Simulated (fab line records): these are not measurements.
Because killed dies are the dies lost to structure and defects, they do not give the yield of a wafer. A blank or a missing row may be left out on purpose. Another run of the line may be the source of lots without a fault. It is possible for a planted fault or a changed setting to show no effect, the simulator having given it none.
Comparing a struck lot with a sound one :: flow sky130 :: 23 out of 708 route steps
Sound: the wafers L740.2, L740.5, L740.6. Wafers struck: L754.1, L754.4, L754.5. The cause is given at the end.
For every step that has rows: the tool of each side, followed by ch and its chambers, followed by its first start. Under that, the readings that differ: sound wafers :: struck wafers :: difference of the means :: sigmas: that difference in standard deviations of wafers without a fault.
alike: words and numbers the same on both sides, and readings whose means are apart by under 2 such deviations; not compared: readings that were withheld, readings missing a value for some wafer, numbers with overlapping values and no deviation given by the record, and bounds like >300 which may hide the same value.
Wherever a step has rows on one side only, a row that says differs or no value, or a row with sigmas, the two part there. When numbers do not overlap yet have no deviation, they are printed without sigmas and do not part them. A reading missing from all wafers of one side parts the sides only when that side holds two or more wafers.

SKY_LOCAL_INTERCONNECT_STRIP_15: strips in O2/N2.
  sound on plasma_asher-04 ch 0,1, day 30 11:46; struck on plasma_asher-04 ch 0, day 35 00:05
  alike: drypump_motor_current_A, oes_product_au, strip_time_to_endpoint_s
  not compared: rf_hours_counter_h
then, 3 steps without rows for these wafers: SKY_LOCAL_INTERCONNECT_STRIP_16 (strips in post etch residue remover, time 1200 s); SKY_LOCAL_INTERCONNECT_CLEAN_17 (cleans in IPA, time 180 s); SKY_LOCAL_INTERCONNECT_CLEAN_18 (cleans in O3/DIW).
SKY_CONTACT_CVD_00: deposits Si3N4, target thk 75 nm.
  sound on pecvd-01 ch 0,1,2, day 30 12:22; struck on pecvd-03 ch 0,1,2, day 35 00:47
  alike: heater_power_outer_w, heater_power_w
SKY_CONTACT_THK_MEAS_01:
  sound: film_metro-02 at day 30 12:25; struck: film_metro-01 at day 35 00:49
  alike: CONTACT_CVD_00_THK
then, 1 step without rows for these wafers: SKY_CONTACT_HDPCVD_02 (deposits SiO2, target thk 565 nm, time 94.2 s).
SKY_CONTACT_THK_MEAS_03:
  sound: film_metro-01 at day 30 12:32; struck: film_metro-02 at day 35 00:58
  alike: CONTACT_HDPCVD_THK
SKY_CONTACT_CMP_04: polishes SiO2.
  sound on cmp-02 ch 0,2,3, day 30 12:41; struck on cmp-02 ch 1,2, day 35 01:05
  alike: head_pressure_psi, motor_current_A, slurry_flow_ml_min, time_to_endpoint_s
SKY_CONTACT_BOW_MEAS_05:
  sound: film_metro-01 at day 30 12:55; struck: film_metro-03 at day 35 01:20
  alike: CONTACT_BOW
then, 2 steps without rows for these wafers: SKY_CONTACT_DEHYDRATE_06 (time 60 s); SKY_CONTACT_HMDS_07 (prime time 60 s).
SKY_CONTACT_COAT_08: resist thk 60 nm.
  sound on litho_track-03 ch 0, day 31 02:25; struck on litho_track-03 ch 0, day 35 14:20
reading: spin_speed_rpm (rpm)
sound: 2998.6 3000.4 3002.1
struck: 2675.2 2670.0 2669.0
difference: -329.0
sigmas: -99 or more
  alike: exhaust_pa
then, 5 steps without rows for these wafers: SKY_CONTACT_COAT_09 (resist thk 450 nm); SKY_CONTACT_SOFTBAKE_10 (time 90 s); SKY_CONTACT_EXPOSE_11 (exposes mask CTM1, target cd 170 nm); SKY_CONTACT_PEB_12; SKY_CONTACT_DEVELOP_13 (develop time 60 s).
SKY_CONTACT_CD_MEAS_14: the cd target is 170 nm.
  sound: cd_sem-01 at day 31 16:10; struck: cd_sem-02 at day 36 03:42
  alike: cd_nm
SKY_CONTACT_OVL_MEAS_15:
  sound: overlay-01 at day 31 16:16; struck: overlay-02 at day 36 03:49
  alike: CONTACT_OVL
SKY_CONTACT_ETCH_16: etches BARC in N2/H2, stops on SiO2, time 45.9 s, target depth 60 nm.
  sound on rie_diel-02 ch 2,3, day 31 16:18; struck on rie_diel-04 ch 1,2, day 36 03:52
reading: oes_product_au (a.u.)
sound: 0.850 0.854 0.854
struck: 0.882 0.883 0.875
difference: +0.027
sigmas: +6

reading: model.etch.depth_nm (nm)
sound: 59.88 60.02 60
struck: 63.65 63.87 63.68
difference: +3.77
sigmas: 
  alike: drypump_motor_current_A, throttle_valve_pct
  not compared: rf_hours_counter_h
SKY_CONTACT_ETCH_17: etches SiO2 in C4F8/O2/Ar, stops on Si3N4, target depth 340 nm.
  sound on rie_diel-02 ch 2,3, day 31 16:20; struck on rie_diel-04 ch 1,2, day 36 03:54
  alike: oes_product_au
-- the record jumps here: 13 days lie between the struck wafers' starts before and after (it left off in module CONTACT and takes up again in module PAD_OPEN, whose first step shown is number 708 of the route) --
SKY_PAD_OPEN_PROBE_99:
  sound: prober-01 at day 45 20:16; struck: prober-02 at day 49 05:48
  alike: killed_at_M0_to_M3, killed_at_M4_up, killed_at_contacts, killed_at_front_end, killed_at_other, killed_dies, killed_open, killed_short

## WHERE THEY PART
First at SKY_CONTACT_COAT_08; last, within this record, at SKY_CONTACT_ETCH_16. Later steps at which nothing parts them and some readings are alike: SKY_CONTACT_ETCH_17, SKY_PAD_OPEN_PROBE_99.

WHY: whatever the simulator had introduced
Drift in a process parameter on litho_track-03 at SKY_CONTACT_COAT_08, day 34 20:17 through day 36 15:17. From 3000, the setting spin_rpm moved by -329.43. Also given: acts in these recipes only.
